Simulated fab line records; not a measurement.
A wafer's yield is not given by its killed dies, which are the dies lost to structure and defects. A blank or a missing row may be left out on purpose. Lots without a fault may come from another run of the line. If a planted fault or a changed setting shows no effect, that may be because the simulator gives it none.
A lot that was struck, set against a sound lot | flow sky130 | 20 steps out of a route of 708
Sound: these wafers, L506.2, L506.4, L506.5. Struck: wafer L513.6 (left out: L513.1, L513.2 of the same lot, which were not struck); the cause appears at the end.
For every step that has rows: the tool of each side, followed by ch and its chambers, followed by its first start. Under that, the readings that differ: sound wafers | struck wafers | difference of the means | sigmas: that difference in standard deviations of wafers without a fault.
alike: words and numbers the same on both sides, and readings whose means are apart by under 2 such deviations; not compared: readings that were withheld, readings missing a value for some wafer, numbers with overlapping values and no deviation given by the record, and bounds like >300 which may hide the same value.
Wherever a step has rows on one side only, a row that says differs or no value, or a row with sigmas, the two part there. Non-overlapping numbers with no deviation appear without sigmas and do not part them. A reading missing from all wafers of one side parts the sides only when that side holds two or more wafers.

first, 4 steps without rows for these wafers: SKY_METAL1_STRIP_21 (strips in post etch residue remover, time 1200 s); SKY_METAL1_CLEAN_22 (cleans in IPA, time 180 s); SKY_METAL1_CLEAN_23 (cleans in O3/DIW); SKY_VIA1_HDPCVD_00 (deposits SiO2, target thk 1030 nm, time 171.7 s).
SKY_VIA1_THK_MEAS_01:
  sound on filmMetro-04, day 34 03:16; struck on filmMetro-03, day 37 11:17
  alike: VIA1_HDPCVD_THK
SKY_VIA1_CMP_02: polishes SiO2.
  sound on cmp-02 ch 0,2,3, day 34 03:22; struck on cmp-02 ch 3, day 37 11:26
  alike: motorCurrentA, retainingRingPressureFrac
SKY_VIA1_BOW_MEAS_03:
  sound on filmMetro-03, day 34 03:38; struck on filmMetro-04, day 37 11:38
  alike: VIA1_BOW
then, 5 steps without rows for these wafers: SKY_VIA1_DEHYDRATE_04 (time 60 s); SKY_VIA1_HMDS_05 (prime time 60 s); SKY_VIA1_COAT_06 (resist thk 60 nm); SKY_VIA1_COAT_07 (resist thk 450 nm); SKY_VIA1_SOFTBAKE_08 (time 90 s).
SKY_VIA1_EXPOSE_09: exposes mask VIM, target cd 150 nm.
  sound on krfScanner-01 ch 0, day 34 16:50; struck on krfScanner-01 ch 0, day 38 00:31
  alike: mask
then, 2 steps without rows for these wafers: SKY_VIA1_PEB_10; SKY_VIA1_DEVELOP_11 (develop time 60 s).
SKY_VIA1_CD_MEAS_12: target cd 150 nm.
  sound on cdSem-01, day 35 05:17; struck on cdSem-01, day 38 13:22
reading   | sound             | struck | difference | sigmas
cdNm (nm) | 149.4 149.0 149.1 | 95.8   | -53.4      | -31
SKY_VIA1_OVL_MEAS_13:
  sound on overlay-02, day 35 05:24; struck on overlay-01, day 38 13:29
  alike: VIA1_OVL
SKY_VIA1_ETCH_14: etches BARC in N2/H2, stops on SiO2, time 45.9 s, target depth 60 nm.
  sound on rieDiel-04 ch 0,2,3, day 35 05:26; struck on rieDiel-04 ch 1, day 38 13:32
reading              | sound             | struck | difference | sigmas
oesProductAu (a.u.)  | 0.847 0.848 0.855 | 0.861  | +0.011     | +2
model.VIA1.cdNm (nm) | 149.8 149.5 149.8 | 96.67  | -53.03     | 
  alike: biasW, drypumpMotorCurrentA, throttleValvePct
  not compared: rfHoursCounterH
SKY_VIA1_ETCH_15: etches SiO2 in C4F8/O2/Ar, stops on TiN, target depth 351 nm, time 54 s.
  sound on rieDiel-04 ch 0,2,3, day 35 05:28; struck on rieDiel-04 ch 1, day 38 13:34
  alike: biasW, oesProductAu
  not compared: rfHoursCounterH
-- the record jumps here: 11 days lie between the struck wafers' starts before and after (it left off in module VIA1 and takes up again in module PAD_OPEN, whose first step shown is number 708 of the route) --
SKY_PAD_OPEN_PROBE_99:
  sound on prober-02, day 46 18:10; struck on prober-01, day 49 04:55
reading                 | sound          | struck | difference | sigmas
defectLimitedYield (%)  | 83.9 78.0 78.9 | 0      | -80        | -45
killed_at_M0_to_M3      | 45 54 59       | 449    | +396       | +51
killedDies              | 79 108 104     | 492    | +395       | +43
killedOnRim             | 17 16 17       | 96     | +79        | +23
killedShort             | 36 47 48       | 28     | -16        | -2
sort_bin_5_function (%) | 9.3 14.0 14.0  | 92.5   | +80.1      | +53
sortNPass               | 413 384 388    | 0      | -395       | -43
sortYieldPct (%)        | 83.9 78.0 78.9 | 0      | -80        | -45
  alike: killed_at_M4_up, killedAtContacts, killedAtFrontEnd, killedAtOther, killedOpen, sort_bin_3_pad_short, sort_bin_6_memory

WHERE THEY PART
Last at SKY_PAD_OPEN_PROBE_99 as far as this record goes, first at SKY_VIA1_CD_MEAS_12.

WHY: whatever the simulator had introduced
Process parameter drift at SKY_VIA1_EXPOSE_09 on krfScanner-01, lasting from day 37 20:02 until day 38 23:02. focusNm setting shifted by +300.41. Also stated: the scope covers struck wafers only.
